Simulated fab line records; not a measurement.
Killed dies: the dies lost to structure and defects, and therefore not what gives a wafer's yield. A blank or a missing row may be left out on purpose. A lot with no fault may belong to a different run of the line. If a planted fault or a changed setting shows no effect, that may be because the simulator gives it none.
fab line records	flow gf180mcu
record: lots: 6	wafers: 18	last_day: 33
route steps=602 shown V1@346 M2@362
lots with no fault: from the same line, run without faults
start_h: hours from the record's opening day to when the first of the lot's shown wafers began	wait_h: hours elapsed since this lot's preceding step	" as in the row above	L1.1+2: a single row standing in for several wafers	- either no value or no given start	* or withheld: withheld	< > ~ a bound
route shown NAME@n: NAME is a module with steps in the file, n the number in the route of the first one	usual: mean/standard deviation taken from wafers without a fault	same: alike in all rows	chamber/n: place in a boat	sites: the reading at each site	_std_site: their standard deviation	_edge_site: the outer-site mean with the inner-site mean subtracted	radius_mm: for every site, how far away it sits from the centre of the wafer	mask NAME#n: copy n	behind: the tool/chamber that last shaped the wafer	hold: cause of the lot's hold/its duration in hours/its outcome	device: transistor that didn't switch, given as n, p or np	end of line: tests run on the same wafers once the route is complete	where a step has no rows: the recipe by itself	killed: dies lost to structure and defects at the first sort, not the wafer's yield	map: shows each die of a wafer: x if killed, . if not, _ if none is there
set.NAME: the run value of the setting; set.NAME@STEP: its run value at that earlier step	model.NAME: the simulator's own value behind a step, which no gauge read
certain route steps with their lots: each step a table, each wafer a row
services: the hour from which a tool's chamber was out of use, counted from the record's first day as start_h (under 0 if before that day), plus the number of hours and why
== steps ==
step: GF_V1_EXPOSE_11
recipe: mask_id: Via1	target_cd_nm: 260	na: 0.68	source_shape: conventional	sigma_outer: 0.6	dose_mj: 38
step: GF_V1_PEB_12
recipe: peb_temp_c: 135	peb_time_s: 90	resist: KrF
step: GF_V1_DEVELOP_13
recipe: develop_time_s: 60	resist: KrF	dev_temp_c: 21
step: GF_V1_CD_MEAS_14
recipe: target_cd_nm: 260
usual: cd_nm: 260.4/1.2
lot.wafer	tool	chamber	start_h	wait_h	cd_nm
L292.1	cd_sem-01	-	404.36	0.1	260.5
L292.2	"	-	"	"	260.1
L292.6	"	-	"	"	260.2
L298.1	cd_sem-02	-	499.75	0.1	259.8
L298.5	"	-	"	"	260.7
L298.6	"	-	"	"	259.9
L303.1	cd_sem-02	-	530.54	0.1	260.5
L303.3	"	-	"	"	258.6
L303.6	"	-	"	"	259.7
L306.2	cd_sem-02	-	552.23	0.1	259.2
L306.3	"	-	"	"	260.1
L306.5	"	-	"	"	260.8
L309.1	cd_sem-02	-	561.65	0.1	260.9
L309.3	"	-	"	"	260.7
L309.5	"	-	"	"	260.7
L311.3	cd_sem-01	-	576.48	0.1	260.6
L311.5	"	-	"	"	261.7
L311.6	"	-	"	"	260.3
step: GF_V1_OVL_MEAS_15
usual: V1_OVL: 1/5.6
lot.wafer	tool	chamber	start_h	wait_h	V1_OVL[nm]
L292.1	overlay-01	-	404.48	0.1	-7
L292.2	"	-	"	"	-2
L292.6	"	-	"	"	-8
L298.1	overlay-02	-	499.87	0.1	0
L298.5	"	-	"	"	-3
L298.6	"	-	"	"	4
L303.1	overlay-01	-	530.66	0.1	7
L303.3	"	-	"	"	11
L303.6	"	-	"	"	13
L306.2	overlay-02	-	552.34	0.1	5
L306.3	"	-	"	"	5
L306.5	"	-	"	"	4
L309.1	overlay-01	-	561.77	0.1	4
L309.3	"	-	"	"	10
L309.5	"	-	"	"	4
L311.3	overlay-01	-	576.57	0.1	4
L311.5	"	-	"	"	2
L311.6	"	-	"	"	3
step: GF_V1_ETCH_16
recipe: chemistry: N2/H2	target_depth_a: withheld	overetch_a: withheld	time_s: withheld	target: BARC	ion_energy_ev: 200	source_w: 500	bias_w: 100	pressure_mtorr: 30	n2_flow_sccm: 100	h2_flow_sccm: 200
step: GF_V1_ETCH_17
recipe: chemistry: C4F8/O2/Ar	mask_material: KrF	target: SiO2	stop_on: TiN	source_w: 1500	bias_w: 1200	pressure_mtorr: 40	c4f8_flow_sccm: withheld	O2_flow_sccm: 6	Ar_flow_sccm: 300	time_s: withheld	target_depth_a: 6300
usual: oes_product_au: 0.856/0.0048
lot.wafer	tool	chamber	start_h	wait_h	oes_product_au
L292.1	rie_diel-02	1	-	-	0.863
L292.2	"	3	"	"	0.857
L292.6	"	0	"	"	0.856
L298.1	rie_diel-01	2	-	-	0.854
L298.5	"	1	"	"	0.856
L298.6	"	2	"	"	0.851
L303.1	rie_diel-01	0	-	-	0.859
L303.3	"	3	"	"	0.855
L303.6	"	2	"	"	0.855
L306.2	rie_diel-04	2	-	-	0.855
L306.3	"	3	"	"	0.852
L306.5	"	1	"	"	0.850
L309.1	rie_diel-04	2	-	-	0.849
L309.3	"	1	"	"	0.855
L309.5	"	0	"	"	0.854
L311.3	rie_diel-01	3	-	-	0.863
L311.5	"	3	"	"	0.856
L311.6	"	2	"	"	0.858
step: GF_V1_STRIP_18
recipe: chemistry: O2/N2	power_w: 1400	pressure_mtorr: 1500	platen_temp_c: 250	o2_flow_sccm: 3000	n2_flow_sccm: 300	overash_fraction: 0.5
usual: drypump_motor_current_A: 5.5/0.55	heater_power_w: 298/21	oes_product_au: 0.592/0.0049
same: overash_fraction: 0.5
lot.wafer	tool	chamber	start_h	wait_h	drypump_motor_current_A	heater_power_w	oes_product_au	rf_hours_counter_h
L292.1	plasma_asher-01	0	404.65	-	4.8	327	0.591	26
L292.2	"	1	"	"	5.7	262	0.605	26
L292.6	"	0	"	"	4.8	318	0.579	-
L298.1	plasma_asher-04	0	500.04	-	6.1	306	0.600	74
L298.5	"	0	"	"	6.1	313	0.591	-
L298.6	"	1	"	"	4.7	302	0.592	-
L303.1	plasma_asher-02	1	530.82	-	6.0	290	0.590	89
L303.3	"	1	"	"	6.0	295	0.584	-
L303.6	"	1	"	"	6.0	291	0.590	-
L306.2	plasma_asher-01	1	552.49	-	5.7	265	0.599	42
L306.3	"	1	"	"	5.7	263	0.598	-
L306.5	"	0	"	"	4.8	320	0.590	-
L309.1	plasma_asher-01	0	561.94	-	4.8	324	0.592	42
L309.3	"	1	"	"	5.7	263	0.600	-
L309.5	"	1	"	"	5.7	268	0.595	-
L311.3	plasma_asher-01	1	576.75	-	5.7	264	0.594	-
L311.5	"	1	"	"	5.7	258	0.586	-
L311.6	"	0	"	"	4.8	323	0.592	-
step: GF_V1_STRIP_19
recipe: chemistry: post_etch_residue_remover	time_s: 1200	temp_c: 72.5
step: GF_V1_CLEAN_20
recipe: chemistry: DIW	dry: n2_spin
step: GF_V1_SPUTTER_21
recipe: material: Ti	target_thk_nm: 15	chamber_pressure_pa: 5	power_w: 2500	substrate_temp_c: 200	time_s: 80.02
usual: throttle_valve_pct: 29.9/1.3
lot.wafer	tool	chamber	start_h	wait_h	throttle_valve_pct
L292.1	pvd_sputter-01	-	405.21	0.0	28.2
L292.2	"	-	"	"	27.0
L292.6	"	-	"	"	29.5
L298.1	pvd_sputter-03	-	500.91	0.0	30.1
L298.5	"	-	"	"	30.0
L298.6	"	-	"	"	30.3
L303.1	pvd_sputter-03	-	531.45	0.0	30.3
L303.3	"	-	"	"	30.2
L303.6	"	-	"	"	30.1
L306.2	pvd_sputter-03	-	553.03	0.0	31.0
L306.3	"	-	"	"	30.1
L306.5	"	-	"	"	29.9
L309.1	pvd_sputter-02	-	562.50	0.0	29.1
L309.3	"	-	"	"	31.9
L309.5	"	-	"	"	31.8
L311.3	pvd_sputter-01	-	577.25	0.0	29.6
L311.5	"	-	"	"	28.0
L311.6	"	-	"	"	26.9
step: GF_V1_SPUTTER_22
recipe: material: TiN	target_thk_nm: 10	chamber_pressure_pa: 5	power_w: 4000	time_s: 40
usual: throttle_valve_pct: 29.9/1.3
lot.wafer	tool	chamber	start_h	wait_h	throttle_valve_pct
L292.1	pvd_sputter-01	-	405.27	0.0	28.0
L292.2	"	-	"	"	27.3
L292.6	"	-	"	"	29.5
L298.1	pvd_sputter-03	-	500.98	0.0	30.0
L298.5	"	-	"	"	30.1
L298.6	"	-	"	"	30.2
L303.1	pvd_sputter-03	-	531.51	0.0	30.3
L303.3	"	-	"	"	29.8
L303.6	"	-	"	"	30.4
L306.2	pvd_sputter-03	-	553.09	0.0	31.1
L306.3	"	-	"	"	30.2
L306.5	"	-	"	"	30.1
L309.1	pvd_sputter-02	-	562.56	0.0	29.0
L309.3	"	-	"	"	31.7
L309.5	"	-	"	"	31.7
L311.3	pvd_sputter-01	-	577.32	0.0	29.6
L311.5	"	-	"	"	27.9
L311.6	"	-	"	"	26.8
step: GF_V1_CVD_23
recipe: material: W	target_thk_nm: 350	time_s: 105.05	temp_c: 400	pressure_torr: 40
usual: heater_power_w: 885/35
lot.wafer	tool	chamber	start_h	wait_h	heater_power_w	model.W_of_V1_CVD_23.thk_nm
L292.1	cvd_w-01	0	405.31	0.0	817	345.8
L292.2	"	1	"	"	926	341.3
L292.6	"	0	"	"	831	346.5
L298.1	cvd_w-01	1	501.02	0.0	901	469.8
L298.5	"	0	"	"	832	344.6
L298.6	"	1	"	"	892	344.8
L303.1	cvd_w-01	0	531.55	0.0	834	472
L303.3	"	1	"	"	928	342.7
L303.6	"	0	"	"	849	348.1
L306.2	cvd_w-02	0	553.13	0.0	929	346.4
L306.3	"	1	"	"	865	350.5
L306.5	"	0	"	"	900	346.3
L309.1	cvd_w-02	1	562.60	0.0	891	346.5
L309.3	"	1	"	"	892	345.8
L309.5	"	1	"	"	891	353.5
L311.3	cvd_w-02	0	577.39	0.1	927	355.6
L311.5	"	1	"	"	895	353.6
L311.6	"	0	"	"	906	355.5
step: GF_V1_RS_MEAS_24
recipe: thk_meas_gauge: four-point-probe	reads: W_of_V1_CVD_23+TiN_of_V1_SPUTTER_22+Ti_of_V1_SPUTTER_21
usual: V1_W_RS: 0.331/0.0048
lot.wafer	tool	chamber	start_h	wait_h	hold	V1_W_RS[ohm/sq]
L292.1	film_metro-03	-	405.42	0.1	-	0.332
L292.2	"	-	"	"	-	0.337
L292.6	"	-	"	"	-	0.331
L298.1	film_metro-01	-	501.13	0.1	await_dispo/0.2h/release	0.243
L298.5	"	-	"	"	await_dispo/0.2h/release	0.333
L298.6	"	-	"	"	await_dispo/0.2h/release	0.333
L298.1	film_metro-01	-	501.42	0.3	-	0.243
L298.5	"	-	"	"	-	0.334
L298.6	"	-	"	"	-	0.333
L303.1	film_metro-01	-	531.66	0.1	await_dispo/0.2h/release	0.243
L303.3	"	-	"	"	await_dispo/0.2h/release	0.335
L303.6	"	-	"	"	await_dispo/0.2h/release	0.329
L303.1	film_metro-01	-	531.95	0.3	-	0.243
L303.3	"	-	"	"	-	0.335
L303.6	"	-	"	"	-	0.329
L306.2	film_metro-02	-	553.26	0.1	-	0.331
L306.3	"	-	"	"	-	0.327
L306.5	"	-	"	"	-	0.332
L309.1	film_metro-01	-	562.71	0.1	-	0.330
L309.3	"	-	"	"	-	0.331
L309.5	"	-	"	"	-	0.324
L311.3	film_metro-01	-	577.51	0.1	-	0.322
L311.5	"	-	"	"	-	0.324
L311.6	"	-	"	"	-	0.322
step: GF_V1_THK_MEAS_25
recipe: thk_meas_gauge: xrf	reads: W_of_V1_CVD_23
usual: V1_W_THK: 347/4.5
lot.wafer	tool	chamber	start_h	wait_h	hold	V1_W_THK[nm]
L292.1	film_metro-03	-	405.54	0.1	-	348
L292.2	"	-	"	"	-	345
L292.6	"	-	"	"	-	348
L298.1	film_metro-01	-	502.71	1.3	await_dispo/0.2h/release	468
L298.5	"	-	"	"	await_dispo/0.2h/release	344
L298.6	"	-	"	"	await_dispo/0.2h/release	346
L298.1	film_metro-01	-	503.00	0.3	-	472
L298.5	"	-	"	"	-	344
L298.6	"	-	"	"	-	346
L303.1	film_metro-01	-	536.15	4.2	await_dispo/0.2h/release	472
L303.3	"	-	"	"	await_dispo/0.2h/release	344
L303.6	"	-	"	"	await_dispo/0.2h/release	348
L303.1	film_metro-01	-	536.39	0.2	-	475
L303.3	"	-	"	"	-	342
L303.6	"	-	"	"	-	352
L306.2	film_metro-02	-	553.37	0.1	-	349
L306.3	"	-	"	"	-	352
L306.5	"	-	"	"	-	349
L309.1	film_metro-01	-	562.83	0.1	-	345
L309.3	"	-	"	"	-	345
L309.5	"	-	"	"	-	354
L311.3	film_metro-01	-	577.61	0.1	-	355
L311.5	"	-	"	"	-	354
L311.6	"	-	"	"	-	355
step: GF_V1_CMP_26
recipe: stop_on: SiO2	down_force_psi: 3.5	platen_rpm: 60	t_overpolish_s: 15	target_thk_nm: 0	pad_velocity_m_s: 0.94248
usual: motor_current_A: 10.7/0.88	time_to_endpoint_s: 85/4
lot.wafer	tool	chamber	start_h	wait_h	hold	motor_current_A	time_to_endpoint_s
L292.2	cmp-02	3	405.60	0.0	-	9.9	81
L292.1	"	1	"	"	-	11.2	91
L292.6	"	3	"	"	-	9.3	82
L298.1	cmp-02	0	505.15	2.1	await_dispo/1.8h/release	11.0	116
L298.5	"	3	"	"	await_dispo/1.8h/release	9.7	83
L298.6	"	0	"	"	await_dispo/1.8h/release	10.7	87
L303.1	cmp-01	2	540.96	4.6	await_dispo/4.5h/release	10.0	113
L303.3	"	0	"	"	await_dispo/4.5h/release	10.9	84
L303.6	"	3	"	"	await_dispo/4.5h/release	12.7	87
L306.3	cmp-01	1	553.42	0.0	-	9.8	92
L306.2	"	0	"	"	-	10.8	85
L306.5	"	1	"	"	-	9.4	90
L309.1	cmp-01	0	562.94	0.1	-	10.3	83
L309.3	"	1	"	"	-	9.2	87
L309.5	"	3	"	"	-	11.9	86
L311.3	cmp-02	2	577.65	0.0	-	11.3	87
L311.6	"	2	"	"	-	11.0	88
L311.5	"	3	"	"	-	9.7	88
step: GF_M2_SPUTTER_00
recipe: material: Ti	target_thk_nm: 37.5	arriving_ion_energy_ev: 80	substrate_temp_c: 200	chamber_pressure_pa: 2	power_w: 4000	time_s: 150
usual: throttle_valve_pct: 30.2/1.2
lot.wafer	tool	chamber	start_h	wait_h	throttle_valve_pct
L292.1	pvd_sputter-02	-	405.90	0.1	29.1
L292.2	"	-	"	"	30.8
L292.6	"	-	"	"	31.3
L298.1	pvd_sputter-04	-	505.40	0.2	29.8
L298.5	"	-	"	"	31.3
L298.6	"	-	"	"	29.9
L303.1	pvd_sputter-04	-	541.26	0.2	29.5
L303.3	"	-	"	"	31.4
L303.6	"	-	"	"	27.7
L306.2	pvd_sputter-02	-	553.72	0.1	30.5
L306.3	"	-	"	"	29.0
L306.5	"	-	"	"	31.7
L309.1	pvd_sputter-03	-	563.19	0.2	30.1
L309.3	"	-	"	"	30.2
L309.5	"	-	"	"	30.1
L311.3	pvd_sputter-03	-	577.95	0.2	30.9
L311.5	"	-	"	"	31.1
L311.6	"	-	"	"	30.0
== services ==
tool	chamber	start_h	hours	kind
cvd_w-01	-	390.00	14.0	pm
cvd_w-02	-	390.93	5.3	repair
cmp-01	-	391.34	0.8	repair
cmp-01	-	404.05	4.0	pm
cmp-02	-	411.07	4.2	repair
rie_diel-01	2	413.42	3.5	repair
cvd_w-01	0	424.50	14.2	repair
cmp-01	-	442.04	1.6	repair
cmp-01	-	447.23	1.4	repair
cmp-02	-	449.29	4.4	pm
cvd_w-02	-	455.96	14.6	pm
cmp-01	-	456.11	4.2	pm
cmp-01	-	460.70	6.8	pm
pvd_sputter-02	-	463.07	1.9	repair
rie_diel-01	-	476.18	1.4	repair
rie_diel-01	3	481.50	3.5	repair
rie_diel-01	0	489.09	12.9	repair
pvd_sputter-01	-	495.11	29.0	repair
cvd_w-02	-	498.41	2.8	pm
cmp-02	-	519.18	3.3	repair
cmp-01	-	527.03	1.0	repair
cvd_w-02	0	542.92	3.6	repair
cmp-02	-	561.06	11.1	pm
pvd_sputter-03	-	566.69	3.4	repair
== key ==
first_sign: step: GF_V1_RS_MEAS_24	reading: visit	direction: added
effect: step: GF_V1_RS_MEAS_24	reading: V1_W_RS	direction: down	sigmas: 18	usual: 0.331	struck: 0.243
effect: step: GF_V1_THK_MEAS_25	reading: visit	direction: added
effect: step: GF_V1_THK_MEAS_25	reading: V1_W_THK	direction: up	sigmas: 27	usual: 347	struck: 470
effect: step: GF_V1_CMP_26	reading: time_to_endpoint_s	direction: up	sigmas: 7.2	usual: *	struck: *
model_effect: step: GF_V1_CVD_23	value: W_of_V1_CVD_23.thk_nm	without: 345.3	struck: 470.9
met_at GF_V1_CVD_23
struck_wafers L298.1,L303.1
onset_between 405.31 501.02
fault: kind: process_parameter_drift	tool: cvd_w-01	chamber: -	onset_h: 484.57	steps: GF_V1_CVD_23	channel: target_thk_nm	offset: 126.03	shape: step	end_h: 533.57	scope: struck_wafers_only	acts_in: these_recipes_only	stated: 350
